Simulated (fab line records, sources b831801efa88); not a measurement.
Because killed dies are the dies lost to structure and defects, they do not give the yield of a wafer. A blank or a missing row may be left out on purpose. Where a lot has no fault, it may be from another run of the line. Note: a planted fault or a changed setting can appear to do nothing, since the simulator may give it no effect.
Which tool is to blame?    flow sky130    Sampling: 13 lots, 39 wafers, 5 of 708 route steps

WHAT THE GAUGES READ, wafer by wafer
SKY_FIELD_ISO_THK_MEAS_25. Usual: FIELD_ISO_CVD_24_THK gives 595 nm (standard deviation 7.2).
lot   measured     on             FIELD_ISO_CVD_24_THK (nm)  flag
L820  day 2 11:03  film-metro-01  604 595 597                
L822  day 3 02:05  film-metro-03  590 593 598                
L828  day 4 06:49  film-metro-03  602 609 602                
L829  day 4 15:20  film-metro-01  589 595 594                
L831  day 5 00:09  film-metro-03  594 599 591                
L832  day 5 03:22  film-metro-01  603 602 594                
L835  day 5 20:02  film-metro-01  593 603 593                
L837  day 6 04:54  film-metro-03  604 594 594                
L838  day 6 10:43  film-metro-01  590 588 588                
L839  day 6 15:39  film-metro-01  588 601 596                
L840  day 6 20:11  film-metro-03  591 593 588                
L841  day 7 04:20  film-metro-01  592 596 589                
L842  day 7 06:43  film-metro-01  608 603 584                

SKY_PWDE_OVL_MEAS_07. Usual: PWDE_OVL gives 0.3 nm (standard deviation 1.2).
lot   measured     on          PWDE_OVL (nm)   flag
L820  day 3 23:13  overlay-01  1.5 1.1 1.2     
L822  day 5 04:13  overlay-01  1.9 2.0 0.7     
L828  day 5 23:38  overlay-02  2.3 0.5 0.5     
L829  day 6 08:36  overlay-01  -0.3 -1.3 -1.7  
L831  day 6 17:19  overlay-02  -0.2 0.5 0.7    
L832  day 6 20:24  overlay-02  -0.5 0.5 -0.6   
L835  day 7 14:31  overlay-02  -0.5 0.3 -1.4   
L837  day 7 23:49  overlay-02  0.3 -0.3 -0.1   
L838  day 8 08:17  overlay-02  -0.6 -0.2 -0.2  
L839  day 8 12:11  overlay-02  -1.0 -1.2 -1.0  
L840  day 8 17:28  overlay-02  -0.2 -1.3 -1.2  
L841  day 9 09:25  overlay-01  -0.5 0.5 0.6    
L842  day 9 09:53  overlay-02  3.0 2.7 2.1     

SKY_NWELL_RS_MEAS_29: measures by four-point-probe. Usual: NWELL_RS gives 625.0 ohm/sq (standard deviation 1.5).
lot   measured      on             NWELL_RS (ohm/sq)  flag
L820  day 5 11:02   film-metro-02  622.2 623.7 624.2  
L822  day 6 17:44   film-metro-02  626.9 626.3 625.8  
L828  day 7 16:39   film-metro-01  616.7 617.7 617.1  OFF
L829  day 7 23:59   film-metro-03  618.5 618.6 618.1  OFF
L831  day 8 12:37   film-metro-02  624.5 626.3 626.7  
L832  day 8 12:59   film-metro-03  625.1 624.4 622.5  
L835  day 9 08:04   film-metro-02  626.5 626.8 625.7  
L837  day 9 18:41   film-metro-02  625.3 623.7 625.2  
L838  day 10 03:41  film-metro-02  624.4 623.2 624.4  
L839  day 10 08:38  film-metro-02  624.7 623.8 623.4  
L840  day 10 14:26  film-metro-03  624.7 624.8 624.8  
L841  day 11 07:46  film-metro-03  623.2 625.1 623.9  
L842  day 11 09:01  film-metro-02  626.9 625.4 626.1  

SKY_VT_ADJUST_HVTP_TW_MEAS_11. Usual: VT_ADJUST_HVTP_TW gives 1375 (standard deviation 18).
lot   measured      on             VT_ADJUST_HVTP_TW  flag
L820  day 6 05:38   film-metro-01  1401 1403 1395     
L822  day 7 14:08   film-metro-02  1359 1356 1359     
L828  day 8 13:11   film-metro-01  1392 1394 1397     
L829  day 8 21:38   film-metro-02  1356 1353 1352     
L831  day 9 09:51   film-metro-01  1396 1381 1387     
L832  day 9 10:10   film-metro-01  1392 1393 1394     
L835  day 10 06:49  film-metro-02  1367 1360 1368     
L837  day 10 17:24  film-metro-02  1361 1363 1366     
L838  day 11 03:22  film-metro-02  1354 1357 1353     
L839  day 11 08:41  film-metro-02  1353 1355 1356     
L840  day 11 14:43  film-metro-01  1393 1399 1393     
L841  day 12 07:53  film-metro-01  1392 1392 1393     
L842  day 12 09:04  film-metro-02  1355 1356 1366     

TOOL THAT RAN EACH LOT (tool first, then ch and the chambers of the sampled wafers, then the start)
lot   SKY_NWELL_IMPLANT_13
L820  implanter-01 ch 0, day 4 16:37
L822  implanter-02 ch 0, day 5 22:34
L828  implanter-02 ch 0, day 6 18:54
L829  implanter-02 ch 0, day 7 03:58
L831  implanter-01 ch 0, day 7 15:54
L832  implanter-01 ch 0, day 7 16:31
L835  implanter-01 ch 0, day 8 10:44
L837  implanter-04 ch 0, day 8 21:15
L838  implanter-04 ch 0, day 9 05:29
L839  implanter-01 ch 0, day 9 09:35
L840  implanter-01 ch 0, day 9 14:59
L841  implanter-02 ch 0, day 10 07:56
L842  implanter-02 ch 0, day 10 09:08
- SKY_NWELL_IMPLANT_13

AS READ BY THE TOOLS THEMSELVES (means over the sampled wafers that have a number; for cases with no such wafer, the mark the record gives instead)
SKY_NWELL_IMPLANT_13. Usual: beam-energy-keV 49.999, standard deviation 0.015; dose-ions-cm2 6.999e+11, standard deviation 9.7e+08; faraday-current-uA 3.95, standard deviation 0.076.
lot   tool          beam-energy-keV  dose-ions-cm2  faraday-current-uA  flag
L820  implanter-01  49.993           7.003e+11      3.93                
L822  implanter-02  50.001           6.996e+11      3.89                
L828  implanter-02  49.999           9.761e+11      5.45                OFF
L829  implanter-02  49.987           9.751e+11      5.53                OFF
L831  implanter-01  49.984           6.982e+11      4.01                
L832  implanter-01  50.018           7.001e+11      3.95                
L835  implanter-01  50.011           7.012e+11      3.99                
L837  implanter-04  50.012           7.004e+11      3.99                
L838  implanter-04  49.967           6.998e+11      3.96                
L839  implanter-01  50.001           6.990e+11      3.97                
L840  implanter-01  49.983           6.997e+11      3.92                
L841  implanter-02  50.000           6.999e+11      4.06                
L842  implanter-02  50.000           6.988e+11      3.98                

THE ANSWER, worked out from the rows above alone
Rule: a lot is off if the mean of its wafers that have a number lies more than 3 standard deviations from the usual mean. Also off: a lot with no number at a reading for which 4 or more lots have one. Any other lot the step has rows for is counted as sound. First the gauges in route order, then the tools' own readings, where a lot's mean is used as printed above. The first step at which some lot is off is used, and at that step the reading that is off furthest; a lot without a number counts as furthest.
Off: L828, L829, at SKY_NWELL_RS_MEAS_29 (NWELL_RS).
If a tool, at a process step before that reading, ran all the lots that are off and no sound lot after the first of them, it fits. Not tried: the gauges at SKY_NWELL_RS_MEAS_29; whatever is off there is also off at SKY_NWELL_IMPLANT_13, on other tools, and gauge error can't account for it. Of those tried, none fits.

WHAT THE SIMULATOR HAD PUT IN
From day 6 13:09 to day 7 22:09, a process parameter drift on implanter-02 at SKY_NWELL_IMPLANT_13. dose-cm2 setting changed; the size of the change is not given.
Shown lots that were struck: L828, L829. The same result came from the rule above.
